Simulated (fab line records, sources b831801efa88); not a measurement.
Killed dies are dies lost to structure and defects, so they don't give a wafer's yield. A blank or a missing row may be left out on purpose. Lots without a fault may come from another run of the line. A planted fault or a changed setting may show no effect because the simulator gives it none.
One fault seen from 2 desks | flow gf180mcu | each desk has only its own numbers; what lay behind them comes last

THE TOOL OWNER'S DESK: cmp-01
The tool's own readings at GF_V2_CMP_04 (polishes SiO2): means of the sampled wafers that have a number, for each lot that ran on this tool. A lot is out of limits, marked OUT, if its mean lies more than 4 standard deviations from the usual mean; the brackets give that distance.
Columns: A = head_pressure_psi at GF_V2_CMP_04, usual 4.000 psi; B = motor_current_A at GF_V2_CMP_04, usual 11.8 A; C = time_to_endpoint_s at GF_V2_CMP_04, usual 80 s
lot  | first seen here | A     | B    | C
L361 | day 24 11:30    | 3.995 | 11.7 | 86
L364 | day 25 10:16    | 4.010 | 11.5 | 83
This desk's finding: nothing out of limits on any of the 2 lots.

THE METROLOGY DESK
What the gauges read, lot by lot, whatever tool the lot ran on: means of the sampled wafers that have a number. A lot is out of limits, marked OUT, if its mean lies more than 4 standard deviations from the usual mean; the brackets give that distance. Of its 11 readings 7 are shown: those that lie furthest out on some lot.
Columns: A = V2_CVD_00_THK at GF_V2_THK_MEAS_01, usual 601 nm; B = V2_CVD_02_THK at GF_V2_THK_MEAS_03, usual 849 nm; C = V2_BOW at GF_V2_BOW_MEAS_05, usual 100 um; D = cd_nm at GF_V2_CD_MEAS_14, usual 260.1 nm; E = V2_OVL at GF_V2_OVL_MEAS_15, usual 1 nm; F = M3_ALCU_RS at GF_M3_RS_MEAS_05, usual 0.0696 ohm/sq; G = M3_ALCU_THK at GF_M3_THK_MEAS_06, usual 459 nm
lot  | first seen here | A   | B   | C   | D     | E  | F      | G
L349 | day 19 13:07    | 594 | 865 | 118 | 261.6 | -7 | 0.0680 | 472
L354 | day 21 21:23    | 590 | 868 | 97  | 260.2 | -3 | 0.0695 | 462
L361 | day 24 10:28    | 598 | 861 | 91  | 261.0 | -3 | 0.0691 | 458
L364 | day 25 09:05    | 602 | 848 | 102 | 257.8 | -2 | 0.0696 | 458
L365 | day 25 13:20    | 614 | 846 | 106 | 260.5 | -4 | 0.0698 | 461
This desk's finding: nothing out of limits on any of the 5 lots.

PUT TOGETHER
The tool owner's desk saw nothing out of limits.
The metrology desk saw nothing out of limits.

WHAT THE SIMULATOR HAD PUT IN
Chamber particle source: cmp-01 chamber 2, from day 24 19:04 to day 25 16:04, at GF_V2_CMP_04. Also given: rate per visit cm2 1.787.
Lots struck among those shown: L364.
